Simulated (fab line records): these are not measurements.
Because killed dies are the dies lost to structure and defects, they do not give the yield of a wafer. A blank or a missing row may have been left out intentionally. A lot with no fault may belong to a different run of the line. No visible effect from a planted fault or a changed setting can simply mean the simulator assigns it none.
Chamber matching / flow sky130 / 4 sister chambers for SKY_FIELD_ISO_ETCH_14 on rie-diel-03
The step etches BARC in N2/H2, stops on SiO2, time 45.9 s, target depth 60 nm. 14 wafers are shown with their chamber, then 7 later ones without.

== EACH WAFER AND ITS CHAMBER ==
wafer=L423.1; chamber=0; throttle-valve-pct (%)=13.201; oes-product-au (a.u.)=0.860
wafer=L423.2; chamber=3; throttle-valve-pct (%)=13.208; oes-product-au (a.u.)=0.863
wafer=L423.4; chamber=2; throttle-valve-pct (%)=13.236; oes-product-au (a.u.)=0.855
wafer=L424.1; chamber=3; throttle-valve-pct (%)=13.234; oes-product-au (a.u.)=0.865
wafer=L424.2; chamber=1; throttle-valve-pct (%)=13.227; oes-product-au (a.u.)=0.852
wafer=L424.5; chamber=3; throttle-valve-pct (%)=13.233; oes-product-au (a.u.)=0.859
wafer=L428.1; chamber=3; throttle-valve-pct (%)=13.237; oes-product-au (a.u.)=0.853
wafer=L428.3; chamber=1; throttle-valve-pct (%)=13.227; oes-product-au (a.u.)=0.856
wafer=L428.5; chamber=2; throttle-valve-pct (%)=13.242; oes-product-au (a.u.)=0.859
wafer=L431.1; chamber=1; throttle-valve-pct (%)=13.227; oes-product-au (a.u.)=0.855
wafer=L431.4; chamber=2; throttle-valve-pct (%)=13.220; oes-product-au (a.u.)=0.854
wafer=L431.5; chamber=1; throttle-valve-pct (%)=13.232; oes-product-au (a.u.)=0.850
wafer=L432.2; chamber=1; throttle-valve-pct (%)=13.207; oes-product-au (a.u.)=0.850
wafer=L432.3; chamber=2; throttle-valve-pct (%)=13.237; oes-product-au (a.u.)=0.858

SIGNATURES (means of the wafers above)
reading=throttle-valve-pct; chamber 0=13.20100; chamber 1=13.22400; chamber 2=13.23375; chamber 3=13.22800; scatter within a chamber=0.0109
reading=oes-product-au; chamber 0=0.86000; chamber 1=0.85260; chamber 2=0.85650; chamber 3=0.86000; scatter within a chamber=0.00364
Rule: distance of a wafer from a chamber = root of the sum over the readings of ((wafer's reading minus chamber's mean) / reading's scatter) squared. The wafer belongs to the nearest chamber; if the next one is less than 2 further off, it can't be placed. How the scatter is found: for the shown wafers, subtract from each reading the mean of its chamber, square and add these, divide the total by (wafers less chambers), then take the root.

== WAFERS WHOSE CHAMBER IS MISSING ==
wafer=L432.5; throttle-valve-pct (%)=13.224; oes-product-au (a.u.)=0.847
wafer=L440.1; throttle-valve-pct (%)=13.236; oes-product-au (a.u.)=0.844
wafer=L440.4; throttle-valve-pct (%)=13.225; oes-product-au (a.u.)=0.866
wafer=L440.5; throttle-valve-pct (%)=13.229; oes-product-au (a.u.)=0.862
wafer=L442.1; throttle-valve-pct (%)=13.243; oes-product-au (a.u.)=0.859
wafer=L442.3; throttle-valve-pct (%)=13.227; oes-product-au (a.u.)=0.860
wafer=L442.4; throttle-valve-pct (%)=13.214; oes-product-au (a.u.)=0.864

== CHAMBER TAKEN BY EACH ==
wafer=L432.5; from the rows above=can't be placed: 1 or 2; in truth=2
wafer=L440.1; from the rows above=can't be placed: 1 or 2 or 3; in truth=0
wafer=L440.4; from the rows above=can't be placed: 3 or 2 or 0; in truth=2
wafer=L440.5; from the rows above=can't be placed: 3 or 2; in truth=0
wafer=L442.1; from the rows above=can't be placed: 2 or 3 or 1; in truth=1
wafer=L442.3; from the rows above=can't be placed: 3 or 2 or 1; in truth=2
wafer=L442.4; from the rows above=can't be placed: 0 or 3 or 2 or 1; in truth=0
0 of 7 placed correctly. Cannot be placed on the basis of these rows: 7; the candidates contain the true chamber in 5. 0 placed wrongly.
